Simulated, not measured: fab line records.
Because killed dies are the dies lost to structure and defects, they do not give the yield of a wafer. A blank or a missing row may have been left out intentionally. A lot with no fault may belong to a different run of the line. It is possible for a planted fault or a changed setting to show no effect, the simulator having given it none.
A single fault, viewed from 2 desks + flow sky130 + each desk holds nothing but its own numbers, with what lay behind them at the end

## AT THE TOOL OWNER'S DESK: hdpcvd-02
The tool's own readings at SKY_LI_CONTACT_HDPCVD_00 (deposits PSG, target thk 930 nm, time 155 s): means of the sampled wafers that have a number, for each lot that ran on this tool. The brackets show how far a lot's mean lies from the usual mean; more than 4 standard deviations puts the lot out of limits, marked OUT.
Columns: A = run_length_s at SKY_LI_CONTACT_HDPCVD_00, usual 182.7 s
| lot  | first seen here | A               |
|------|-----------------|-----------------|
| L658 | day 28 22:10    | 182.7           |
| L664 | day 31 02:40    | 183.0           |
| L667 | day 31 20:04    | 194.6 (+24) OUT |
| L669 | day 32 14:46    | 194.7 (+24) OUT |
| L679 | day 35 13:07    | 182.9           |
This desk's verdict: out of limits on L667, L669, starting with L667 at day 31 20:04 (run_length_s at SKY_LI_CONTACT_HDPCVD_00). L658, L664, L679 stayed within limits.

## METROLOGY DESK
What the gauges read for every lot (on any tool): the sampled wafers with a number, averaged. The brackets show how far a lot's mean lies from the usual mean; more than 4 standard deviations puts the lot out of limits, marked OUT.
Columns: A = LI_CONTACT_HDPCVD_THK at SKY_LI_CONTACT_THK_MEAS_01, usual 928 nm
| lot  | first seen here | A               |
|------|-----------------|-----------------|
| L658 | day 28 22:16    | 929             |
| L659 | day 29 07:49    | 925             |
| L660 | day 29 11:46    | 937             |
| L662 | day 30 14:13    | 916             |
| L664 | day 31 02:46    | 922             |
| L667 | day 31 20:10    | 998 (+7.0) OUT  |
| L669 | day 32 14:52    | 1002 (+7.4) OUT |
| L676 | day 34 14:31    | 935             |
| L677 | day 35 02:04    | 924             |
| L678 | day 35 06:59    | 928             |
| L679 | day 35 13:16    | 942             |
Finding of this desk: L667, L669 out of limits, first seen on L667 at day 31 20:10 (LI_CONTACT_HDPCVD_THK at SKY_LI_CONTACT_THK_MEAS_01). L658, L659, L660, L662, L664, L676, L677, L678, L679 stayed within limits.

## TAKEN TOGETHER
An alarm could have come from the tool owner's desk at day 31 20:04, on L667, L669.
Metrology desk: alarm possible at day 31 20:10 on L667, L669.
SKY_LI_CONTACT_HDPCVD_00 was run on hdpcvd-02 by each of the lots named.

## WHAT THE SIMULATOR HAD INSERTED
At SKY_LI_CONTACT_HDPCVD_00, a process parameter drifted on hdpcvd-02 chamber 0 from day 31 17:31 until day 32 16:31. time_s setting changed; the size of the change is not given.
Shown lots that were struck: L667, L669.
Delay (hours) between the fault's onset and each desk's first out-of-limits reading: 3 at the tool owner's desk, 3 at the metrology desk.
